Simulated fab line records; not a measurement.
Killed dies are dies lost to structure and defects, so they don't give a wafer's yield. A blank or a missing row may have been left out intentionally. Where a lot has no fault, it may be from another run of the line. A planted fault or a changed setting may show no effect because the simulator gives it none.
A lot that was struck, set against a sound lot + flow sky130 + 16 steps out of a route of 708
Sound: these wafers, L306.3, L306.5, L306.6. Wafers struck: L317.1, L317.3, L317.6. The cause comes at the end.
For every step that has rows: the tool of each side, followed by ch and its chambers, followed by its first start. Under that, the readings that differ: sound wafers + struck wafers + difference of the means + sigmas: that difference in standard deviations of wafers without a fault.
alike: same words and numbers on both sides, and readings whose means sit less than 2 such deviations apart. not compared: any withheld reading, any reading some wafer has no value for, any bound like >300 that may hide the same value, and any number with overlapping values for which the record gives no deviation.
The two part at a step that has a row with sigmas, a row that says differs or no value, or rows on one side only. Numbers that don't overlap but have no deviation are shown without sigmas and don't part them. Lack of a reading on every wafer of one side parts them only where that side has two or more wafers.

SKY_FIELD_ISO_THK_MEAS_02:
  struck on film metro-01, day 6 02:30; sound on film metro-02, day 3 19:19
  alike: FIELD_ISO_OXIDATION_00_THK
then, 1 step without rows for these wafers: SKY_FIELD_ISO_CVD_03 (deposits Si3N4 from DCS/NH3, target thk 165 nm, time 2830 s).
SKY_FIELD_ISO_THK_MEAS_04:
  struck on film metro-02, day 6 04:20; sound on film metro-02, day 3 22:00
  alike: FIELD_ISO_CVD_03_THK
then, 8 steps without rows for these wafers: SKY_FIELD_ISO_DEHYDRATE_05 (time 60 s); SKY_FIELD_ISO_HMDS_06 (prime time 60 s); SKY_FIELD_ISO_COAT_07 (resist thk 60 nm); SKY_FIELD_ISO_COAT_08 (resist thk 450 nm); SKY_FIELD_ISO_SOFTBAKE_09 (time 90 s); SKY_FIELD_ISO_EXPOSE_10 (exposes mask FOM, target cd 150 nm); SKY_FIELD_ISO_PEB_11; SKY_FIELD_ISO_DEVELOP_12 (develop time 60 s).
SKY_FIELD_ISO_CD_MEAS_13 targets a cd of 150 nm.
  struck on cd sem-01, day 6 23:26; sound on cd sem-01, day 4 14:20
  alike: cd nm
SKY_FIELD_ISO_ETCH_14: etches BARC in N2/H2, stops on SiO2, time 45.9 s, target depth 60 nm.
  sound on rie diel-02 ch 1,2, day 4 14:25; struck on rie diel-03 ch 0,2,3, day 6 23:34
  no value came back on the struck wafers for any of 6 readings (bias w (W), chamber pressure mTorr (mTorr) and others); on the sound wafers bias w (W) reads 100.22 99.86 100.14
| reading                                          | sound             | struck          | difference | sigmas |
|--------------------------------------------------|-------------------|-----------------|------------|--------|
| model.KrF-thick_of_FIELD_ISO_COAT_08.thk nm (nm) | 393.3 394.4 393.6 | 438.5 437.9 438 | +44.4      |        |
  not compared: rf hours counter h
SKY_FIELD_ISO_ETCH_15: etches the open film in CHF3/O2, stops on Si, target depth 180 nm, time 72 s.
  sound on rie diel-02 ch 1,2, day 4 14:27; struck on rie diel-03 ch 0,2,3, day 6 23:36
| reading                                          | sound             | struck            | difference | sigmas |
|--------------------------------------------------|-------------------|-------------------|------------|--------|
| oes product au (a.u.)                            | 0.886 0.881 0.895 | 0.376 0.375 0.379 | -0.511     | -80    |
| throttle valve pct (%)                           | 8.818 8.824 8.827 | 8.695 8.699 8.663 | -0.137     | -15    |
| model.KrF-thick_of_FIELD_ISO_COAT_08.thk nm (nm) | 239.6 241.4 239.4 | 285.8 284.9 286.2 | +45.5      |        |
  alike: O2_flow_sccm, bias w, drypump motor current A
  not compared: rf hours counter h
SKY_FIELD_ISO_STRIP_16: strips in O2/N2.
  sound on plasma asher-02 ch 0,1, day 4 14:32; struck on plasma asher-04 ch 1, day 6 23:40
| reading                      | sound             | struck            | difference | sigmas |
|------------------------------|-------------------|-------------------|------------|--------|
| oes product au (a.u.)        | 0.379 0.387 0.379 | 0.407 0.389 0.402 | +0.018     | +3     |
| strip time to endpoint s (s) | 3.59 3.60 3.58    | 4.06 4.08 4.08    | +0.48      | +11    |
  alike: drypump motor current A, o2 flow sccm
  not compared: rf hours counter h
SKY_FIELD_ISO_ETCH_17: etches Si in HBr/Cl2/O2, target depth 342 nm, time 97.7 s.
  sound on rie si-02 ch 0,1, day 4 14:37; struck on rie si-01 ch 0, day 6 23:46
  alike: HBr_flow_sccm, O2_flow_sccm, drypump motor current A, oes product au, throttle valve pct
  not compared: rf hours counter h

WHERE THEY PART
First at SKY_FIELD_ISO_ETCH_14; last, within this record, at SKY_FIELD_ISO_STRIP_16. Later steps at which nothing parts them and some readings are alike: SKY_FIELD_ISO_ETCH_17.

WHY: the cause the simulator had injected
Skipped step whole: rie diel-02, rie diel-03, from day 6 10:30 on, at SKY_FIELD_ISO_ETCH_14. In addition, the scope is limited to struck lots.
